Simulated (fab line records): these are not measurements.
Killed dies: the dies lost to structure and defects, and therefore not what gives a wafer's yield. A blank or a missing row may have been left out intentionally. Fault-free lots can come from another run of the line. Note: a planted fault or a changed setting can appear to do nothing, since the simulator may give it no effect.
fab line records ; flow sky130
record: lots: 12; wafers: 36; last_day: 50
route steps=708 shown VIA3@589 METAL4@602 CAP2M@606 PAD_OPEN@708
lots untouched by any fault: they come from a run of this same line in which no faults occurred
start_h: hours from the record's opening day to when the first of the lot's shown wafers began ; wait_h: hours from the lot's prior step to this one ; " repeats the value in the row above ; L1.1+2: a row that stands for several wafers ; - either no value or no given start ; * or withheld: withheld ; < > ~ a bound
route shown NAME@n: a module of which the file shows steps, and the number in the route of the first ; usual: mean/standard deviation of fault-free wafers ; same: alike in all rows ; chamber/n: place in a boat ; sites: each site's reading ; _std_site: standard deviation across them ; _edge_site: inner sites' mean taken away from outer sites' mean ; radius_mm: how far each site lies from the wafer's centre ; mask NAME#n: copy n ; behind: the most recent tool/chamber to have shaped the wafer ; hold: reason for holding the lot/hours on hold/outcome of the hold ; device: which transistor (n, p or np) failed to switch ; end of line: the route-end tests of the same wafers ; for a step that has no rows: nothing shown but its recipe ; killed: dies that structure and defects cost at the first sort, which is not the same as the wafer's yield ; map: per-die view of a wafer (x killed, . not killed, _ where there is no die)
set.NAME: the setting that was run; set.NAME@STEP: the one run at that earlier step ; model.NAME: the simulator's own value behind a step, which no gauge read
route steps across a sampled set of lots; one table per step, one row per wafer
services: the hour from which a tool's chamber was out of use, counted from the record's first day as start_h (under 0 if before that day), plus the number of hours and why
== steps ==
step: SKY_VIA3_STRIP_16
recipe: chemistry: O2/N2; power_w: 1400; pressure_mtorr: 1500; platen_temp_c: withheld; o2_flow_sccm: 3000; n2_flow_sccm: 300; overash_fraction: 0.5
usual: drypump_motor_current_A: 5.8/0.67; oes_product_au: 0.402/0.005; strip_time_to_endpoint_s: 4.13/0.03
lot.wafer;tool;chamber;start_h;wait_h;drypump_motor_current_A;oes_product_au;rf_hours_counter_h;strip_time_to_endpoint_s
L950.1;plasma_asher-03;1;922.57;0.0;4.9;0.410;52;4.18
L950.5;plasma_asher-03;0;922.57;0.0;5.8;0.399;-;4.14
L950.6;plasma_asher-03;1;922.57;0.0;4.9;0.406;-;4.16
L954.1;plasma_asher-04;1;1033.07;0.0;6.5;0.406;30;4.14
L954.2;plasma_asher-04;0;1033.07;0.0;5.3;0.409;30;4.17
L954.4;plasma_asher-04;0;1033.07;0.0;5.3;0.411;-;4.11
L959.1;plasma_asher-04;0;1035.42;0.0;5.2;0.397;31;4.14
L959.4;plasma_asher-04;1;1035.42;0.0;6.5;0.402;-;4.15
L959.5;plasma_asher-04;1;1035.42;0.0;6.5;0.403;-;4.11
L957.1;plasma_asher-03;1;1036.40;0.0;4.9;0.400;63;4.13
L957.3;plasma_asher-03;1;1036.40;0.0;5.0;0.404;-;4.15
L957.4;plasma_asher-03;0;1036.40;0.0;5.8;0.407;-;4.14
L958.1;plasma_asher-04;0;1037.21;0.0;5.3;0.401;31;4.14
L958.4;plasma_asher-04;0;1037.21;0.0;5.2;0.409;-;4.17
L958.5;plasma_asher-04;0;1037.21;0.0;5.2;0.405;-;4.15
L962.1;plasma_asher-02;0;1038.05;0.0;6.8;0.404;127;4.12
L962.3;plasma_asher-02;0;1038.05;0.0;6.7;0.399;-;4.18
L962.4;plasma_asher-02;1;1038.05;0.0;5.3;0.397;-;4.15
L963.1;plasma_asher-02;0;1041.90;0.0;6.7;0.399;127;4.10
L963.3;plasma_asher-02;0;1041.90;0.0;6.7;0.401;-;4.12
L963.4;plasma_asher-02;1;1041.90;0.0;5.4;0.402;-;4.18
L967.1;plasma_asher-02;1;1043.16;0.0;5.4;0.407;127;4.15
L967.2;plasma_asher-02;0;1043.16;0.0;6.7;0.402;127;4.16
L967.4;plasma_asher-02;0;1043.16;0.0;6.7;0.400;-;4.09
L965.1;plasma_asher-03;1;1043.51;0.0;4.9;0.403;64;4.15
L965.2;plasma_asher-03;0;1043.51;0.0;5.8;0.394;64;4.18
L965.5;plasma_asher-03;0;1043.51;0.0;5.8;0.393;-;4.13
L969.2;plasma_asher-03;0;1051.42;0.0;5.8;0.401;65;4.10
L969.5;plasma_asher-03;0;1051.42;0.0;5.8;0.416;-;4.17
L969.6;plasma_asher-03;1;1051.42;0.0;5.0;0.404;-;4.08
L971.1;plasma_asher-03;1;1054.72;0.0;5.0;0.402;65;4.16
L971.4;plasma_asher-03;0;1054.72;0.0;5.8;0.404;-;4.15
L971.5;plasma_asher-03;1;1054.72;0.0;4.9;0.399;-;4.16
L973.3;plasma_asher-02;0;1076.60;0.1;6.7;0.393;-;4.06
L973.4;plasma_asher-02;1;1076.60;0.1;5.3;0.393;-;4.16
L973.6;plasma_asher-02;0;1076.60;0.1;6.7;0.394;-;4.09
step: SKY_METAL4_SPUTTER_04
recipe: material: TiN; target_thk_nm: 70; power_w: 6500; time_s: 58.3; chamber_pressure_pa: 0.4
usual: throttle_valve_pct: 29.6/0.9
same: time_s: 58.3
lot.wafer;tool;chamber;start_h;wait_h;throttle_valve_pct
L950.1;pvd_sputter-04;-;923.93;0.0;28.9
L950.5;pvd_sputter-04;-;923.93;0.0;30.2
L950.6;pvd_sputter-04;-;923.93;0.0;28.7
L954.1;pvd_sputter-01;-;1034.48;0.0;28.6
L954.2;pvd_sputter-01;-;1034.48;0.0;28.9
L954.4;pvd_sputter-01;-;1034.48;0.0;30.7
L959.1;pvd_sputter-01;-;1036.78;0.0;28.9
L959.4;pvd_sputter-01;-;1036.78;0.0;28.2
L959.5;pvd_sputter-01;-;1036.78;0.0;28.3
L957.1;pvd_sputter-01;-;1037.84;0.0;28.8
L957.3;pvd_sputter-01;-;1037.84;0.0;30.7
L957.4;pvd_sputter-01;-;1037.84;0.0;28.8
L958.1;pvd_sputter-01;-;1038.57;0.0;28.8
L958.4;pvd_sputter-01;-;1038.57;0.0;30.4
L958.5;pvd_sputter-01;-;1038.57;0.0;30.6
L962.1;pvd_sputter-04;-;1039.41;0.0;30.1
L962.3;pvd_sputter-04;-;1039.41;0.0;28.7
L962.4;pvd_sputter-04;-;1039.41;0.0;29.7
L963.1;pvd_sputter-01;-;1043.27;0.0;30.4
L963.3;pvd_sputter-01;-;1043.27;0.0;28.8
L963.4;pvd_sputter-01;-;1043.27;0.0;28.3
L967.1;pvd_sputter-04;-;1044.56;0.0;29.9
L967.2;pvd_sputter-04;-;1044.56;0.0;29.9
L967.4;pvd_sputter-04;-;1044.56;0.0;30.6
L965.1;pvd_sputter-01;-;1044.87;0.0;30.6
L965.2;pvd_sputter-01;-;1044.87;0.0;28.6
L965.5;pvd_sputter-01;-;1044.87;0.0;28.6
L969.2;pvd_sputter-01;-;1052.78;0.0;30.5
L969.5;pvd_sputter-01;-;1052.78;0.0;28.8
L969.6;pvd_sputter-01;-;1052.78;0.0;30.7
L971.1;pvd_sputter-01;-;1056.11;0.0;28.9
L971.4;pvd_sputter-01;-;1056.11;0.0;28.7
L971.5;pvd_sputter-01;-;1056.11;0.0;30.4
L973.3;pvd_sputter-02;-;1077.99;0.0;31.1
L973.4;pvd_sputter-02;-;1077.99;0.0;30.9
L973.6;pvd_sputter-02;-;1077.99;0.0;31.0
step: SKY_CAP2M_RS_MEAS_03
recipe: thk_meas_gauge: four-point-probe; reads: TiN_of_CAP2M_SPUTTER_02
usual: CAP2M_TIN_RS: 6.87/0.11
lot.wafer;tool;chamber;start_h;wait_h;CAP2M_TIN_RS[ohm/sq]
L950.1;film_metro-01;-;924.17;0.1;6.86
L950.5;film_metro-01;-;924.17;0.1;7.00
L950.6;film_metro-01;-;924.17;0.1;6.95
L954.1;film_metro-01;-;1034.72;0.1;6.73
L954.2;film_metro-01;-;1034.72;0.1;6.85
L954.4;film_metro-01;-;1034.72;0.1;6.86
L959.1;film_metro-01;-;1037.02;0.1;6.97
L959.4;film_metro-01;-;1037.02;0.1;6.82
L959.5;film_metro-01;-;1037.02;0.1;6.98
L957.1;film_metro-01;-;1038.08;0.1;6.86
L957.3;film_metro-01;-;1038.08;0.1;6.74
L957.4;film_metro-01;-;1038.08;0.1;6.86
L958.1;film_metro-01;-;1038.81;0.1;6.78
L958.4;film_metro-01;-;1038.81;0.1;6.76
L958.5;film_metro-01;-;1038.81;0.1;6.82
L962.1;film_metro-02;-;1039.65;0.1;6.86
L962.3;film_metro-02;-;1039.65;0.1;6.85
L962.4;film_metro-02;-;1039.65;0.1;6.87
L963.1;film_metro-01;-;1043.51;0.1;6.75
L963.3;film_metro-01;-;1043.51;0.1;6.90
L963.4;film_metro-01;-;1043.51;0.1;6.90
L967.1;film_metro-01;-;1044.80;0.1;6.89
L967.2;film_metro-01;-;1044.80;0.1;6.91
L967.4;film_metro-01;-;1044.80;0.1;6.90
L965.1;film_metro-02;-;1045.11;0.1;6.72
L965.2;film_metro-02;-;1045.11;0.1;6.86
L965.5;film_metro-02;-;1045.11;0.1;6.70
L969.2;film_metro-02;-;1053.04;0.1;7.06
L969.5;film_metro-02;-;1053.04;0.1;6.84
L969.6;film_metro-02;-;1053.04;0.1;7.11
L971.1;film_metro-01;-;1056.35;0.1;6.83
L971.4;film_metro-01;-;1056.35;0.1;6.86
L971.5;film_metro-01;-;1056.35;0.1;6.80
L973.3;film_metro-01;-;1078.27;0.1;6.83
L973.4;film_metro-01;-;1078.27;0.1;7.08
L973.6;film_metro-01;-;1078.27;0.1;6.83
step: SKY_CAP2M_SOFTBAKE_08
recipe: temp_c: 90; time_s: 60; resist: NOVOLAK
usual: heater_power_total_W: 56.59/0.05; plate_temp_C: 90.00/0.12
same: time_s: 60
lot.wafer;tool;chamber;start_h;wait_h;heater_power_total_W;plate_temp_C
L950.1;litho_track-01;0;936.06;0.1;56.68;89.87
L950.5;litho_track-01;0;936.06;0.1;56.55;90.06
L950.6;litho_track-01;0;936.06;0.1;56.56;90.08
L954.1;litho_track-03;0;1045.11;0.1;57.44;90.87
L954.2;litho_track-03;0;1045.11;0.1;57.44;91.05
L954.4;litho_track-03;0;1045.11;0.1;57.53;90.94
L959.1;litho_track-02;0;1047.14;0.1;56.65;90.23
L959.4;litho_track-02;0;1047.14;0.1;56.64;90.23
L959.5;litho_track-02;0;1047.14;0.1;56.60;89.93
L957.1;litho_track-03;0;1048.56;0.1;57.47;90.85
L957.3;litho_track-03;0;1048.56;0.1;57.35;90.75
L957.4;litho_track-03;0;1048.56;0.1;57.40;90.76
L958.1;litho_track-03;0;1049.16;0.1;57.54;90.94
L958.4;litho_track-03;0;1049.16;0.1;57.40;90.90
L958.5;litho_track-03;0;1049.16;0.1;57.47;91.07
L962.1;litho_track-01;0;1050.66;0.1;56.65;90.15
L962.3;litho_track-01;0;1050.66;0.1;56.64;90.08
L962.4;litho_track-01;0;1050.66;0.1;56.66;90.25
L963.1;litho_track-01;0;1053.96;0.1;56.62;90.06
L963.3;litho_track-01;0;1053.96;0.1;56.58;90.14
L963.4;litho_track-01;0;1053.96;0.1;56.56;90.08
L967.1;litho_track-01;0;1055.26;0.1;56.57;90.01
L967.2;litho_track-01;0;1055.26;0.1;56.62;89.89
L967.4;litho_track-01;0;1055.26;0.1;56.54;89.91
L965.1;litho_track-02;0;1055.74;0.1;56.67;90.10
L965.2;litho_track-02;0;1055.74;0.1;56.60;90.13
L965.5;litho_track-02;0;1055.74;0.1;56.60;89.99
L969.2;litho_track-01;0;1062.69;0.1;56.60;89.92
L969.5;litho_track-01;0;1062.69;0.1;56.58;89.89
L969.6;litho_track-01;0;1062.69;0.1;56.66;89.92
L971.1;litho_track-02;0;1066.49;0.1;56.64;90.12
L971.4;litho_track-02;0;1066.49;0.1;56.71;89.87
L971.5;litho_track-02;0;1066.49;0.1;56.62;89.91
L973.3;litho_track-01;0;1088.36;0.1;56.65;89.93
L973.4;litho_track-01;0;1088.36;0.1;56.58;90.02
L973.6;litho_track-01;0;1088.36;0.1;56.61;90.03
step: SKY_PAD_OPEN_PROBE_99
usual: defect_limited_yield: 82.8/2; killed_at_M0_to_M3: 42/7.3; killed_at_M4_up: 3.4/2; killed_at_contacts: 24/5.8; killed_at_front_end: 15/4.6; killed_at_other: 0.3/0.62; killed_dies: 84/9.8; killed_open: 47/6.9; killed_short: 38/6.3; sort_bin_3_pad_short: 0.8/0.38; sort_bin_5_function: 10.2/1.5; sort_bin_6_memory: 6.2/1.1; sort_bin_8_speed: 0.00/0.017; sort_n_pass: 408/9.8; sort_yield_pct: 82.8/2
same: gross_dies: 492; killed_at_back_side: 0; sort_bin_4_leakage[%]: 0
lot.wafer;tool;chamber;start_h;wait_h;defect_limited_yield[%];killed_at_M0_to_M3;killed_at_M4_up;killed_at_contacts;killed_at_front_end;killed_at_other;killed_dies;killed_open;killed_short;sort_bin_3_pad_short[%];sort_bin_5_function[%];sort_bin_6_memory[%];sort_bin_8_speed[%];sort_n_pass;sort_yield_pct[%]
L954.1;prober-02;-;1165.20;0.1;82.3;45;4;24;14;0;87;52;35;1.0;10.6;6.1;0;405;82.3
L954.2;prober-02;-;1165.25;0.1;83.7;44;3;12;21;0;80;46;34;0.4;8.3;7.5;0;412;83.7
L954.4;prober-02;-;1165.35;0.2;85.2;40;0;19;14;0;73;42;31;0.6;8.3;5.9;0;419;85.2
L959.1;prober-01;-;1167.37;0.1;82.5;40;4;25;17;0;86;39;47;1.2;10.0;6.3;0;406;82.5
L959.4;prober-01;-;1167.52;0.2;84.6;28;6;22;19;1;76;41;35;0.4;9.6;5.5;0;416;84.6
L959.5;prober-01;-;1167.57;0.2;80.7;52;0;25;18;0;95;50;45;1.2;11.6;6.5;0;397;80.7
L967.1;prober-01;-;1175.57;0.1;78.9;54;4;28;18;0;104;57;47;1.6;13.0;6.5;0;388;78.9
L967.2;prober-01;-;1175.62;0.1;80.5;44;4;29;19;0;96;52;44;1.6;11.6;6.3;0;396;80.5
L967.4;prober-01;-;1175.72;0.2;82.5;39;1;26;20;0;86;47;39;0;11.0;6.5;0;406;82.5
L969.2;prober-02;-;1180.48;0.1;82.3;45;6;19;17;0;87;52;35;0.8;11.0;5.9;0;405;82.3
L969.5;prober-02;-;1180.63;0.2;82.7;54;6;23;2;0;85;47;38;0.6;11.6;5.1;0;407;82.7
L969.6;prober-02;-;1180.68;0.2;85.4;26;4;28;14;0;72;39;33;1.6;8.3;4.7;0;420;85.4
L971.1;prober-02;-;1183.23;0.1;81.7;47;10;21;12;0;90;48;42;0.6;12.4;5.3;0;402;81.7
L971.4;prober-02;-;1183.38;0.2;84.8;43;7;16;9;0;75;51;24;0.4;11.4;3.5;0;417;84.8
L971.5;prober-02;-;1183.43;0.2;81.1;58;7;21;7;0;93;51;42;0.6;11.8;6.5;0;399;81.1
L973.3;prober-02;-;1199.36;0.2;81.5;38;3;33;17;0;91;47;44;1.2;11.6;5.7;0;401;81.5
L973.4;prober-02;-;1199.41;0.2;83.5;42;4;24;11;0;81;42;39;0.4;9.1;6.9;0;411;83.5
L973.6;prober-02;-;1199.51;0.2;84.1;37;2;28;11;0;78;45;33;0.4;10.4;5.1;0;414;84.1
killed by level:class
L954.1 VIA1:geometric_particle:open=10 CONTACT:geometric_particle:open=8 METAL1:geometric_particle:short=8 VIA3:geometric_particle:open=7 LI_CONTACT:geometric_particle:open=6 VIA2:geometric_particle:open=6 FIELD_ISO:geometric_particle:open=5 VIA1:geometric_particle:short=5
L954.2 VIA1:geometric_particle:open=14 FIELD_ISO:geometric_particle:short=7 METAL3:geometric_particle:short=7 CONTACT:geometric_particle:open=6 VIA2:geometric_particle:open=6 VIA3:geometric_particle:open=5 POLY_GATE:geometric_particle:open=4 FIELD_ISO:geometric_particle:open=3
L954.4 CONTACT:geometric_particle:open=10 VIA3:geometric_particle:open=9 VIA3:geometric_particle:short=8 VIA1:geometric_particle:open=8 POLY_GATE:geometric_particle:open=5 VIA2:geometric_particle:open=5 METAL1:geometric_particle:short=4 CONTACT:geometric_particle:short=4
L959.1 CONTACT:geometric_particle:open=10 METAL2:geometric_particle:short=9 POLY_GATE:geometric_particle:open=7 VIA1:geometric_particle:open=7 METAL1:geometric_particle:short=6 LOCAL_INTERCONNECT:geometric_particle:short=5 CONTACT:geometric_particle:short=5 VIA1:geometric_particle:short=5
L959.4 CONTACT:geometric_particle:short=8 FIELD_ISO:geometric_particle:open=7 LI_CONTACT:geometric_particle:open=7 CONTACT:geometric_particle:open=7 POLY_GATE:geometric_particle:open=5 METAL4:geometric_particle:short=5 FIELD_ISO:geometric_particle:short=4 METAL1:geometric_particle:short=4
L959.5 VIA1:geometric_particle:open=15 POLY_GATE:geometric_particle:open=8 CONTACT:geometric_particle:open=8 VIA2:geometric_particle:open=6 POLY_GATE:geometric_particle:short=5 LI_CONTACT:geometric_particle:open=5 METAL2:geometric_particle:short=5 LOCAL_INTERCONNECT:geometric_particle:short=5
L967.1 CONTACT:geometric_particle:open=11 LI_CONTACT:geometric_particle:open=10 METAL1:geometric_particle:short=10 VIA1:geometric_particle:open=10 VIA3:geometric_particle:open=9 VIA2:geometric_particle:open=5 METAL2:geometric_particle:short=5 METAL4:geometric_particle:short=4
L967.2 CONTACT:geometric_particle:open=12 VIA3:geometric_particle:open=10 VIA1:geometric_particle:open=9 POLY_GATE:geometric_particle:short=7 CONTACT:geometric_particle:short=6 VIA1:geometric_particle:short=6 METAL2:geometric_particle:short=6 FIELD_ISO:geometric_particle:open=5
L967.4 VIA1:geometric_particle:open=9 CONTACT:geometric_particle:open=8 POLY_GATE:geometric_particle:open=6 METAL2:geometric_particle:short=6 VIA2:geometric_particle:open=6 FIELD_ISO:geometric_particle:open=5 LOCAL_INTERCONNECT:geometric_particle:short=5 CONTACT:geometric_particle:short=4
L969.2 VIA1:geometric_particle:open=15 CONTACT:geometric_particle:open=9 METAL1:geometric_particle:short=7 POLY_GATE:geometric_particle:short=6 LI_CONTACT:geometric_particle:open=6 VIA2:geometric_particle:open=6 POLY_GATE:geometric_particle:open=5 VIA1:geometric_particle:short=5
L969.5 VIA1:geometric_particle:short=13 VIA1:geometric_particle:open=12 VIA3:geometric_particle:open=12 LOCAL_INTERCONNECT:geometric_particle:short=9 LI_CONTACT:geometric_particle:open=6 CONTACT:geometric_particle:open=6 VIA2:geometric_particle:open=6 METAL4:geometric_particle:short=4
L969.6 VIA1:geometric_particle:open=8 CONTACT:geometric_particle:open=8 LI_CONTACT:geometric_particle:open=6 LOCAL_INTERCONNECT:geometric_particle:short=6 CONTACT:geometric_particle:short=5 POLY_GATE:geometric_particle:open=4 POLY_GATE:geometric_particle:short=4 VIA3:geometric_particle:open=4
L971.1 VIA1:geometric_particle:open=13 VIA3:geometric_particle:open=9 METAL4:geometric_particle:short=8 LI_CONTACT:geometric_particle:open=6 METAL2:geometric_particle:short=5 CONTACT:geometric_particle:open=5 METAL1:geometric_particle:short=5 VIA2:geometric_particle:open=5
L971.4 VIA1:geometric_particle:open=13 VIA2:geometric_particle:open=10 VIA3:geometric_particle:open=7 LI_CONTACT:geometric_particle:open=5 CONTACT:geometric_particle:open=5 FIELD_ISO:geometric_particle:open=4 CONTACT:geometric_particle:short=4 METAL2:geometric_particle:short=4
L971.5 VIA1:geometric_particle:short=10 VIA3:geometric_particle:open=9 VIA1:geometric_particle:open=7 VIA2:geometric_particle:open=7 LI_CONTACT:geometric_particle:open=6 METAL1:geometric_particle:short=6 CONTACT:geometric_particle:open=6 METAL2:geometric_particle:short=6
L973.3 CONTACT:geometric_particle:open=12 VIA1:geometric_particle:open=9 LI_CONTACT:geometric_particle:open=8 VIA1:geometric_particle:short=6 CONTACT:geometric_particle:short=6 VIA3:geometric_particle:open=6 FIELD_ISO:geometric_particle:short=4 VIA2:geometric_particle:short=4
L973.4 VIA1:geometric_particle:open=11 LI_CONTACT:geometric_particle:open=6 CONTACT:geometric_particle:short=6 VIA3:geometric_particle:open=6 LI_CONTACT:geometric_particle:short=5 VIA2:geometric_particle:open=5 CONTACT:geometric_particle:open=5 METAL1:geometric_particle:short=5
L973.6 CONTACT:geometric_particle:open=11 LI_CONTACT:geometric_particle:open=8 METAL2:geometric_particle:short=7 METAL1:geometric_particle:short=7 VIA2:geometric_particle:open=7 VIA1:geometric_particle:open=6 VIA3:geometric_particle:open=4 POLY_GATE:geometric_particle:short=3
== services ==
tool;chamber;start_h;hours;kind
plasma_asher-02;-;924.88;1.4;repair
plasma_asher-04;-;925.19;4.8;repair
pvd_sputter-01;-;946.49;1.5;repair
plasma_asher-03;-;980.89;3.3;repair
pvd_sputter-02;-;982.26;3.6;repair
pvd_sputter-04;-;1020.20;3.7;repair
pvd_sputter-02;-;1054.30;2.3;repair
plasma_asher-02;-;1055.25;9.0;pm
plasma_asher-02;0;1055.25;9.0;vent_cycle
plasma_asher-02;1;1055.25;9.0;vent_cycle
pvd_sputter-02;-;1061.65;1.5;repair
plasma_asher-02;0;1064.25;-;clean
plasma_asher-02;1;1064.25;-;clean
== key ==
first_sign: step: SKY_CAP2M_SOFTBAKE_08; reading: heater_power_total_W; direction: up; sigmas: 17; usual: *; struck: *
effect: step: SKY_CAP2M_SOFTBAKE_08; reading: plate_temp_C; direction: up; sigmas: 7.5; usual: *; struck: *
met_at SKY_CAP2M_SOFTBAKE_08
struck_lots L954,L957,L958
not_acting_at SKY_VIA3_STRIP_16,SKY_METAL4_SPUTTER_04,SKY_CAP2M_RS_MEAS_03
fault: kind: process_parameter_drift; tool: litho_track-03; chamber: -; onset_h: 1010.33; steps: SKY_CAP2M_SOFTBAKE_08; channel: temp_c; offset: *; shape: step; end_h: 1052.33; acts_in: *; stated: *
